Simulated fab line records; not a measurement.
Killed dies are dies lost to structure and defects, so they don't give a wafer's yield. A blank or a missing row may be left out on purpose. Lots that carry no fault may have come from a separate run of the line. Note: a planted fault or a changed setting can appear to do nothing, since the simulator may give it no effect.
The tool behind it: which one? ; flow sky130 ; Sampling: 11 lots, 33 wafers, 5 of 708 route steps

## WHAT THE GAUGES SHOWED, per wafer
SKY_SD_N_OVL_MEAS_08.
lot;measured;on;SD_N_OVL (nm)
L882;day 29 04:52;overlay-02;3.2 1.9 -1.4
L884;day 29 08:04;overlay-02;0.2 -1.2 -0.3
L883;day 29 09:10;overlay-01;-0.5 0.7 0.4
L889;day 30 10:23;overlay-02;-65.8 -64.8 -64.5
L893;day 31 08:34;overlay-02;-0.5 -3.3 -1.5
L892;day 31 11:07;overlay-02;-66.0 -67.5 -68.2
L899;day 33 13:34;overlay-01;-1.0 -1.9 -1.5
L900;day 34 05:04;overlay-01;-1.0 -1.6 -1.7
L903;day 34 18:43;overlay-01;0.3 1.0 -0.6
L904;day 34 22:34;overlay-01;0.5 -0.9 0.8
L905;day 35 08:41;overlay-01;-1.8 0.0 -0.9

## EACH LOT AND THE TOOL THAT RAN IT (in order: tool; ch and the chambers of the sampled wafers; start)
lot;SKY_POLY_CUT_ETCH_10;SKY_SD_P_STRIP_10;SKY_RES_XHIGH_STRIP_08;SKY_SD_N_EXPOSE_04
L882;rieDiel-02 ch 1,2,3, day 25 14:27;plasmaAsher-04 ch 0,1, day 26 19:27;plasmaAsher-04 ch 0,1, day 28 00:32;ilineStepper-01 ch 0, day 28 14:41
L884;rieDiel-04 ch 0,2,3, day 25 18:04;plasmaAsher-02 ch 0, day 26 23:15;plasmaAsher-02 ch 0,1, day 28 04:06;ilineStepper-02 ch 0, day 28 17:52
L883;rieDiel-01 ch 0,1,3, day 25 18:18;plasmaAsher-02 ch 0,1, day 27 00:04;plasmaAsher-03 ch 0, day 28 04:56;ilineStepper-02 ch 0, day 28 18:52
L889;rieDiel-02 ch 1,3, day 26 22:33;plasmaAsher-04 ch 0,1, day 28 03:36;plasmaAsher-04 ch 0,1, day 29 07:09;ilineStepper-02 ch 0, day 29 20:37
L893;rieDiel-01 ch 2,3, day 27 21:13;plasmaAsher-04 ch 0,1, day 29 01:00;plasmaAsher-02 ch 0,1, day 30 04:45;ilineStepper-01 ch 0, day 30 18:58
L892;rieDiel-04 ch 2,3, day 28 00:15;plasmaAsher-04 ch 0,1, day 29 04:45;plasmaAsher-03 ch 0,1, day 30 07:50;ilineStepper-02 ch 0, day 30 21:35
L899;rieDiel-04 ch 1,3, day 30 03:36;plasmaAsher-02 ch 0,1, day 31 06:43;plasmaAsher-04 ch 0,1, day 32 10:04;ilineStepper-01 ch 0, day 32 23:46
L900;rieDiel-02 ch 2,3, day 30 20:13;plasmaAsher-04 ch 0,1, day 31 23:30;plasmaAsher-02 ch 0,1, day 33 01:56;ilineStepper-01 ch 0, day 33 15:59
L903;rieDiel-01 ch 0,2,3, day 31 10:22;plasmaAsher-02 ch 0,1, day 32 13:30;plasmaAsher-04 ch 0,1, day 33 16:09;ilineStepper-01 ch 0, day 34 05:38
L904;rieDiel-04 ch 1,2, day 31 14:06;plasmaAsher-01 ch 0,1, day 32 17:55;plasmaAsher-02 ch 0,1, day 33 20:57;ilineStepper-01 ch 0, day 34 09:18
L905;rieDiel-01 ch 1,2, day 32 01:55;plasmaAsher-01 ch 0,1, day 33 04:14;plasmaAsher-02 ch 0,1, day 34 06:56;ilineStepper-01 ch 0, day 34 20:08
- SKY_POLY_CUT_ETCH_10: etches BARC in N2/H2, stops on SiO2, time 45.9 s, target depth 60 nm.
- SKY_SD_P_STRIP_10: strips in O2/N2.
- SKY_RES_XHIGH_STRIP_08: strips in O2/N2.
- SKY_SD_N_EXPOSE_04: exposes mask NSDM, target cd 380 nm.

## THE ANSWER, worked out from the rows above alone
Rule: what is usual is taken from the lots themselves. The widest of any qualifying gaps counts: lots, ordered by their means at a reading, are off when they make up no more than a third of the lots, leave a main group of 4 or more, and stand apart from it by 3 or more times the standard deviation of that group's means. The tables above print the reading to a certain number of digits; a main group whose means all agree to those digits is not used. A lot without any number at a reading at which 4 lots or more have one is off too. The other lots that the step has rows for count as sound.
Off: at SKY_SD_N_OVL_MEAS_08 (SD_N_OVL), L889, L892. The main group has a mean of -0.5 nm with a standard deviation of 0.94.
If a tool, at a process step before that reading, ran all the lots that are off and no sound lot after the first of them, it fits. Those tools and the gauges at SKY_SD_N_OVL_MEAS_08 are tried in the same way. One fits: SKY_SD_N_EXPOSE_04 on ilineStepper-02. Its last sound lot is L883 (day 28 18:52), its first lot that is off L889 (day 29 20:37): a fault that began between those two fits.

## WHAT WAS PUT IN BY THE SIMULATOR
Scanner matching overlay: ilineStepper-02, from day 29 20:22 on, at SKY_SD_N_EXPOSE_04. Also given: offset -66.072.
Lots struck among those shown: L889, L892. Same finding as the rule above.
